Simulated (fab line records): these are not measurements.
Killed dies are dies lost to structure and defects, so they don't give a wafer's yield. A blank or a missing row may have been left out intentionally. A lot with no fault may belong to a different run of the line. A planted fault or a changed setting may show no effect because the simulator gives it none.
fab line records | flow sky130
record: lots: 5 | wafers: 15 | last_day: 51
route steps=708 shown NWELL@61 PAD_OPEN@708
lots with no fault: from the same line, run without faults
start_h: hours from the record's opening day to when the first of the lot's shown wafers began | wait_h: how many hours have passed since the lot's step before this one | " as in the row above | L1.1+2: several wafers, shown together as one row | - no value present, or no start provided | * or withheld: withheld | < > ~ a bound
route shown NAME@n: NAME is a module with steps in the file, n the number in the route of the first one | usual: the fault-free wafers' mean and standard deviation | same: alike in all rows | chamber/n: place in a boat | sites: readings site by site | _std_site: standard deviation across them | _edge_site: mean of outer sites minus mean of inner sites | radius_mm: how far each site lies from the wafer's centre | mask NAME#n: copy n | behind: the tool/chamber that last shaped the wafer | hold: the reason the lot was held/the length of the hold in hours/how it ended | device: transistor that didn't switch, given as n, p or np | end of line: the same wafers' tests at the end of the route | step lacking rows: just its recipe | killed: at the first sort, the dies lost to defects and structure; wafer yield is something else | map: per-die view of a wafer (x killed, . not killed, _ where there is no die)
set.NAME: the run value of the setting; set.NAME@STEP: its run value at that earlier step | model.NAME: the simulator's own value behind a step, which no gauge read
lots at some steps of the route; a table a step, a row a wafer
services: the hour from which a tool's chamber was out of use, counted from the record's first day as start_h (under 0 if before that day), plus the number of hours and why
== steps ==
step: SKY_NWELL_PEB_08
recipe: temp_c: 115 | time_s: withheld
step: SKY_NWELL_DEVELOP_09
recipe: wall_angle_deg: 90 | developer: TMAH | develop_time_s: 60 | dev_temp_c: 23
step: SKY_NWELL_OVL_MEAS_10
usual: NWELL_00_OVL: -1.6/1.3
lot.wafer | tool       | chamber | start_h | wait_h | NWELL_00_OVL[nm]
L235.1    | overlay-01 | -       | 110.34  | -      | -1.4
L235.5    | "          | -       | "       | "      | -0.2
L235.6    | "          | -       | "       | "      | -1.0
L237.3    | overlay-02 | -       | 116.15  | -      | -2.4
L237.4    | "          | -       | "       | "      | -0.4
L237.5    | "          | -       | "       | "      | -1.4
L247.1    | overlay-01 | -       | 179.09  | -      | 0.6
L247.2    | "          | -       | "       | "      | -0.7
L247.5    | "          | -       | "       | "      | -0.4
L249.1    | overlay-02 | -       | 188.84  | -      | -3.6
L249.3    | "          | -       | "       | "      | -3.4
L249.5    | "          | -       | "       | "      | -3.6
L254.3    | overlay-01 | -       | 218.45  | -      | -2.8
L254.4    | "          | -       | "       | "      | -3.6
L254.5    | "          | -       | "       | "      | -1.8
step: SKY_NWELL_IMPLANT_11
recipe: species: P | energy_kev: 400 | dose_cm2: 1.936e+13 | tilt_deg: withheld
step: SKY_NWELL_IMPLANT_12
recipe: species: P | energy_kev: 120 | dose_cm2: 1.3e+12 | tilt_deg: withheld
step: SKY_NWELL_IMPLANT_13
recipe: species: P | energy_kev: 50 | dose_cm2: 7e+11 | tilt_deg: withheld
step: SKY_NWELL_STRIP_14
recipe: chemistry: O2/N2 | power_w: 1400 | pressure_mtorr: 1500 | platen_temp_c: withheld | o2_flow_sccm: 3000 | n2_flow_sccm: 300 | overash_fraction: 0.5
usual: chamber_pressure_mTorr: 1499.9/1.4 | drypump_motor_current_A: 6.0/0.43 | o2_flow_sccm: 3001/8.4 | oes_product_au: 0.723/0.0044 | strip_time_to_endpoint_s: 36.89/0.1
lot.wafer | tool            | chamber | start_h | wait_h | chamber_pressure_mTorr | drypump_motor_current_A | o2_flow_sccm | oes_product_au | rf_hours_counter_h | strip_time_to_endpoint_s
L235.1    | plasma_asher-03 | 1       | 110.82  | 0.1    | 1500.0                 | 5.4                     | 2996         | 0.720          | 39                 | 36.78
L235.5    | "               | 0       | "       | "      | 1501.1                 | 6.6                     | 2990         | 0.725          | -                  | 36.86
L235.6    | "               | 1       | "       | "      | 1502.1                 | 5.4                     | 3006         | 0.729          | -                  | 36.87
L237.3    | plasma_asher-03 | 1       | 116.66  | 0.1    | 1499.4                 | 5.4                     | 2987         | 0.722          | -                  | 37.00
L237.4    | "               | 0       | "       | "      | 1501.9                 | 6.6                     | 3006         | 0.718          | -                  | 37.03
L237.5    | "               | 0       | "       | "      | 1500.2                 | 6.6                     | 3003         | 0.728          | -                  | 36.93
L247.1    | plasma_asher-04 | 0       | 179.57  | 0.1    | 1502.4                 | 6.4                     | 3003         | 0.719          | 39                 | 36.97
L247.2    | "               | 1       | "       | "      | 1499.5                 | 5.8                     | 2997         | 0.732          | 39                 | 36.82
L247.5    | "               | 1       | "       | "      | 1498.4                 | 5.8                     | 3001         | 0.723          | -                  | 36.81
L249.1    | plasma_asher-03 | 0       | 189.32  | 0.1    | 1500.3                 | 6.6                     | 3006         | 0.726          | 46                 | 36.83
L249.3    | "               | 1       | "       | "      | 1501.4                 | 5.5                     | 3001         | 0.721          | -                  | 36.78
L249.5    | "               | 1       | "       | "      | 1500.6                 | 5.5                     | 3012         | 0.721          | -                  | 36.91
L254.3    | plasma_asher-04 | 1       | 218.96  | 0.1    | 1499.4                 | 5.8                     | 2997         | 0.723          | -                  | 36.77
L254.4    | "               | 0       | "       | "      | 1498.5                 | 6.4                     | 3008         | 0.732          | -                  | 36.83
L254.5    | "               | 1       | "       | "      | 1501.7                 | 5.8                     | 2994         | 0.724          | -                  | 36.88
step: SKY_NWELL_TW_MEAS_15
usual: NWELL_TW: 1814/33
lot.wafer | tool          | chamber | start_h | wait_h | NWELL_TW
L235.1    | film_metro-03 | -       | 110.92  | 0.1    | 1792
L235.5    | "             | -       | "       | "      | 1782
L235.6    | "             | -       | "       | "      | 1797
L237.3    | film_metro-01 | -       | 116.75  | 0.1    | 1800
L237.4    | "             | -       | "       | "      | 1806
L237.5    | "             | -       | "       | "      | 1803
L247.1    | film_metro-02 | -       | 179.67  | 0.1    | 1867
L247.2    | "             | -       | "       | "      | 1868
L247.5    | "             | -       | "       | "      | 1861
L249.1    | film_metro-02 | -       | 189.42  | 0.1    | 1856
L249.3    | "             | -       | "       | "      | 1865
L249.5    | "             | -       | "       | "      | 1861
L254.3    | film_metro-03 | -       | 219.04  | 0.1    | 1781
L254.4    | "             | -       | "       | "      | 1771
L254.5    | "             | -       | "       | "      | 1797
step: SKY_NWELL_DEHYDRATE_16
recipe: temp_c: 200 | time_s: 60
step: SKY_NWELL_HMDS_17
recipe: prime_time_s: 60 | prime_temp_c: 120
step: SKY_NWELL_COAT_18
recipe: spin_rpm: 2000 | resist_thk_nm: 3000
step: SKY_NWELL_SOFTBAKE_19
recipe: temp_c: 110 | time_s: withheld
step: SKY_NWELL_EXPOSE_20
recipe: mask_id: NWM_COMPLEMENT | na: 0.6 | source_shape: conventional | sigma_outer: 0.6 | polarization: unpolarized | target_cd_nm: 840 | dose_mj: 260
lot.wafer  | tool             | chamber | start_h | wait_h | mask
L235.1+5+6 | iline_stepper-01 | 0       | 120.26  | -      | NWM_COMPLEMENT#0
L237.3+4+5 | iline_stepper-02 | 0       | 126.08  | -      | NWM_COMPLEMENT_R1#0
L247.1+2+5 | iline_stepper-02 | 0       | 190.41  | -      | NWM_COMPLEMENT#0
L249.1+3+5 | iline_stepper-02 | 0       | 200.49  | -      | NWM_COMPLEMENT#0
L254.3+4+5 | iline_stepper-01 | 0       | 230.93  | -      | NWM_COMPLEMENT#0
step: SKY_NWELL_PEB_21
recipe: temp_c: 115 | time_s: withheld
step: SKY_PAD_OPEN_PROBE_99
usual: killed_at_M0_to_M3: 43/6.8 | killed_at_M4_up: 3.1/1.8 | killed_at_contacts: 25/5.8 | killed_at_front_end: 15/4.2 | killed_at_other: 0.3/0.5 | killed_dies: 87/9.7 | killed_on_rim: 17/4.1 | killed_open: 47/7.3 | killed_short: 39/6.6
same: gross_dies: 492 | killed_at_back_side: 0
lot.wafer | tool      | chamber | start_h | wait_h | killed_at_M0_to_M3 | killed_at_M4_up | killed_at_contacts | killed_at_front_end | killed_at_other | killed_dies | killed_on_rim | killed_open | killed_short | model.etest.pfet_16v.r_on_ohm_um | model.etest.nfet_16v.r_on_ohm_um | model.etest.res_iso_pwell.width_nm | model.etest.res_nwell.line_ohm_um | model.etest.res_nwell.width_nm | model.etest.pfet_16v.drive_ua_um | model.etest.nfet_16v.drive_ua_um | model.etest.iso_nwell_nwell.leak_log10_a_um
L235.1    | prober-01 | -       | 1104.75 | 0.1    | 42                 | 1               | 32                 | 9                   | 1               | 85          | 12            | 45          | 40           | 1.483e+04                        | 1.356e+04                        | 2667                               | 1159                              | 817.4                          | 245.6                            | 233.3                            | -13.99
L235.5    | prober-01 | -       | 1104.95 | 0.2    | 42                 | 2               | 22                 | 15                  | 1               | 82          | 21            | 50          | 32           | 1.51e+04                         | 1.376e+04                        | 2680                               | 1161                              | 825.6                          | 241.2                            | 224.2                            | -13.79
L235.6    | prober-01 | -       | 1105.00 | 0.2    | 50                 | 1               | 23                 | 9                   | 1               | 84          | 20            | 44          | 40           | 1.491e+04                        | 1.353e+04                        | 2667                               | 1132                              | 825.3                          | 245.2                            | 230.8                            | -13.83
L237.3    | prober-02 | -       | 1111.20 | 0.2    | 43                 | 3               | 22                 | 16                  | 0               | 84          | 17            | 44          | 40           | 1.682e+04                        | 1.332e+04                        | 2460                               | 1017                              | 915                            | 216.8                            | 232.2                            | -12.33
L237.4    | prober-02 | -       | 1111.25 | 0.2    | 43                 | 2               | 24                 | 18                  | 0               | 87          | 18            | 43          | 44           | 1.675e+04                        | 1.319e+04                        | 2479                               | 1021                              | 911.1                          | 218.5                            | 235.4                            | -12.57
L237.5    | prober-02 | -       | 1111.30 | 0.2    | 48                 | 3               | 23                 | 11                  | 0               | 85          | 16            | 50          | 35           | 1.592e+04                        | 1.312e+04                        | 2476                               | 992.1                             | 905.6                          | 228.2                            | 235.4                            | -12.09
L247.1    | prober-02 | -       | 1175.49 | 0.1    | 40                 | 5               | 23                 | 13                  | 0               | 81          | 14            | 52          | 29           | 1.525e+04                        | 1.388e+04                        | 2672                               | 1128                              | 827.8                          | 237.3                            | 227.4                            | -13.7
L247.2    | prober-02 | -       | 1175.54 | 0.1    | 32                 | 4               | 27                 | 16                  | 0               | 79          | 16            | 49          | 30           | 1.566e+04                        | 1.402e+04                        | 2664                               | 1194                              | 830                            | 231.7                            | 224.4                            | -13.86
L247.5    | prober-02 | -       | 1175.69 | 0.2    | 39                 | 4               | 29                 | 14                  | 0               | 86          | 18            | 35          | 51           | 1.538e+04                        | 1.405e+04                        | 2654                               | 1188                              | 833                            | 233                              | 223.9                            | -13.84
L249.1    | prober-02 | -       | 1181.86 | 0.1    | 41                 | 1               | 21                 | 9                   | 1               | 73          | 9             | 39          | 34           | 1.478e+04                        | 1.393e+04                        | 2649                               | 1039                              | 852.9                          | 249.3                            | 222.1                            | -13.23
L249.3    | prober-02 | -       | 1181.96 | 0.2    | 47                 | 2               | 33                 | 10                  | 1               | 93          | 18            | 49          | 44           | 1.496e+04                        | 1.394e+04                        | 2623                               | 1084                              | 857.2                          | 246.6                            | 223.4                            | -13.16
L249.5    | prober-02 | -       | 1182.06 | 0.2    | 28                 | 3               | 25                 | 18                  | 0               | 74          | 17            | 37          | 37           | 1.503e+04                        | 1.406e+04                        | 2648                               | 1055                              | 850.6                          | 245.4                            | 220.2                            | -13.29
L254.3    | prober-02 | -       | 1214.76 | 0.2    | 42                 | 2               | 31                 | 13                  | 0               | 88          | 11            | 51          | 37           | 1.54e+04                         | 1.415e+04                        | 2632                               | 1054                              | 855.6                          | 243.2                            | 219.8                            | -12.9
L254.4    | prober-02 | -       | 1214.81 | 0.2    | 35                 | 2               | 28                 | 14                  | 0               | 79          | 15            | 41          | 38           | 1.546e+04                        | 1.398e+04                        | 2658                               | 1053                              | 857.5                          | 244.3                            | 222.9                            | -12.84
L254.5    | prober-02 | -       | 1214.86 | 0.2    | 40                 | 4               | 28                 | 19                  | 1               | 92          | 22            | 48          | 44           | 1.554e+04                        | 1.416e+04                        | 2615                               | 1062                              | 853.5                          | 242.2                            | 219.7                            | -13
killed by level:class
L235.1 LI_CONTACT:geometric_particle:open=11 VIA1:geometric_particle:open=9 METAL2:geometric_particle:short=7 LOCAL_INTERCONNECT:geometric_particle:short=6 CONTACT:geometric_particle:open=5 VIA3:geometric_particle:open=5 VIA1:geometric_particle:short=5 LI_CONTACT:geometric_particle:short=4
L235.5 VIA1:geometric_particle:open=11 LI_CONTACT:geometric_particle:open=9 CONTACT:geometric_particle:open=6 VIA3:geometric_particle:open=6 FIELD_ISO:geometric_particle:short=5 VIA2:geometric_particle:open=5 POLY_GATE:geometric_particle:open=4 CONTACT:geometric_particle:short=4
L235.6 VIA2:geometric_particle:open=13 CONTACT:geometric_particle:open=8 VIA1:geometric_particle:short=7 VIA3:geometric_particle:open=7 VIA1:geometric_particle:open=6 LI_CONTACT:geometric_particle:open=5 LI_CONTACT:geometric_particle:short=5 METAL3:geometric_particle:short=4
L237.3 VIA2:geometric_particle:open=10 LI_CONTACT:geometric_particle:open=7 METAL2:geometric_particle:short=7 METAL1:geometric_particle:short=6 VIA3:geometric_particle:open=6 CONTACT:geometric_particle:open=5 POLY_GATE:geometric_particle:open=5 LI_CONTACT:geometric_particle:short=5
L237.4 VIA1:geometric_particle:open=11 FIELD_ISO:geometric_particle:open=7 METAL1:geometric_particle:short=6 LI_CONTACT:geometric_particle:open=6 VIA1:geometric_particle:short=6 POLY_GATE:geometric_particle:short=5 CONTACT:geometric_particle:short=5 CONTACT:geometric_particle:open=5
L237.5 VIA3:geometric_particle:open=13 VIA1:geometric_particle:open=9 CONTACT:geometric_particle:short=8 CONTACT:geometric_particle:open=7 VIA2:geometric_particle:open=5 LI_CONTACT:geometric_particle:open=5 VIA1:geometric_particle:short=5 METAL1:geometric_particle:open=4
L247.1 VIA1:geometric_particle:open=11 VIA3:geometric_particle:open=8 CONTACT:geometric_particle:open=8 LI_CONTACT:geometric_particle:open=5 CONTACT:geometric_particle:short=5 FIELD_ISO:geometric_particle:open=4 METAL1:geometric_particle:short=4 VIA1:geometric_particle:short=4
L247.2 LI_CONTACT:geometric_particle:open=13 CONTACT:geometric_particle:short=8 VIA1:geometric_particle:open=8 CONTACT:geometric_particle:open=6 VIA1:geometric_particle:short=6 FIELD_ISO:geometric_particle:open=5 VIA3:geometric_particle:open=5 POLY_GATE:geometric_particle:short=4
L247.5 VIA1:geometric_particle:open=7 LI_CONTACT:geometric_particle:open=7 VIA1:geometric_particle:short=7 LI_CONTACT:geometric_particle:short=6 CONTACT:geometric_particle:short=6 METAL2:geometric_particle:short=6 POLY_GATE:geometric_particle:open=5 CONTACT:geometric_particle:open=5
L249.1 CONTACT:geometric_particle:open=9 METAL1:geometric_particle:short=6 VIA1:geometric_particle:open=6 VIA2:geometric_particle:open=6 CONTACT:geometric_particle:short=4 VIA1:geometric_particle:short=4 METAL2:geometric_particle:short=4 VIA3:geometric_particle:short=4
L249.3 CONTACT:geometric_particle:open=13 VIA1:geometric_particle:open=11 LI_CONTACT:geometric_particle:open=7 METAL2:geometric_particle:short=6 CONTACT:geometric_particle:short=6 VIA2:geometric_particle:open=6 VIA1:geometric_particle:short=6 LI_CONTACT:geometric_particle:short=5
L249.5 CONTACT:geometric_particle:open=7 LI_CONTACT:geometric_particle:short=5 METAL1:geometric_particle:short=5 VIA2:geometric_particle:open=5 FIELD_ISO:geometric_particle:short=4 POLY_GATE:geometric_particle:open=4 LOCAL_INTERCONNECT:geometric_particle:short=4 LOCAL_INTERCONNECT:geometric_particle:open=4
L254.3 CONTACT:geometric_particle:open=14 VIA3:geometric_particle:open=11 LI_CONTACT:geometric_particle:open=6 CONTACT:geometric_particle:short=6 VIA1:geometric_particle:open=6 FIELD_ISO:geometric_particle:open=5 VIA1:geometric_particle:short=5 VIA2:geometric_particle:open=5
L254.4 CONTACT:geometric_particle:open=9 LOCAL_INTERCONNECT:geometric_particle:short=8 VIA1:geometric_particle:short=6 VIA2:geometric_particle:open=6 VIA1:geometric_particle:open=5 VIA3:geometric_particle:open=5 POLY_GATE:geometric_particle:open=4 LI_CONTACT:geometric_particle:open=4
L254.5 CONTACT:geometric_particle:open=11 FIELD_ISO:geometric_particle:short=10 VIA1:geometric_particle:open=8 LI_CONTACT:geometric_particle:open=6 FIELD_ISO:geometric_particle:open=5 LOCAL_INTERCONNECT:geometric_particle:short=5 CONTACT:geometric_particle:short=5 VIA2:geometric_particle:open=5
== services ==
tool             | chamber | start_h | hours | kind
plasma_asher-03  | -       | 119.25  | 4.6   | pm
iline_stepper-01 | -       | 130.00  | 1.7   | pm
iline_stepper-02 | -       | 144.47  | 1.7   | pm
iline_stepper-01 | -       | 170.33  | 2.1   | pm
iline_stepper-01 | -       | 172.41  | -     | consumable_replace:lamp
== key ==
first_sign: step: SKY_NWELL_EXPOSE_20 | reading: mask | direction: changed
effect none on later readings
model_effect: step: SKY_PAD_OPEN_PROBE_99 | value: etest.pfet_16v.r_on_ohm_um | without: 1.533e+04 | struck: 1.65e+04
met_at SKY_NWELL_EXPOSE_20
struck_wafers L237.3,L237.4,L237.5
tester_left_out L237
fault: kind: wrong_mask | tool: any | chamber: - | onset_h: 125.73 | steps: SKY_NWELL_EXPOSE_20 | aux_copy: NWM_COMPLEMENT_R1#0 | cd_offset_nm: -168 | scope: struck_lots_only
tester_left_out: of these lots the tester's yield and bins aren't shown, on N5 and GAA mostly nor the transistor test; their killed dies are dies lost to structure and defects alone, not to doping, threshold or leakage, so they don't give the yield
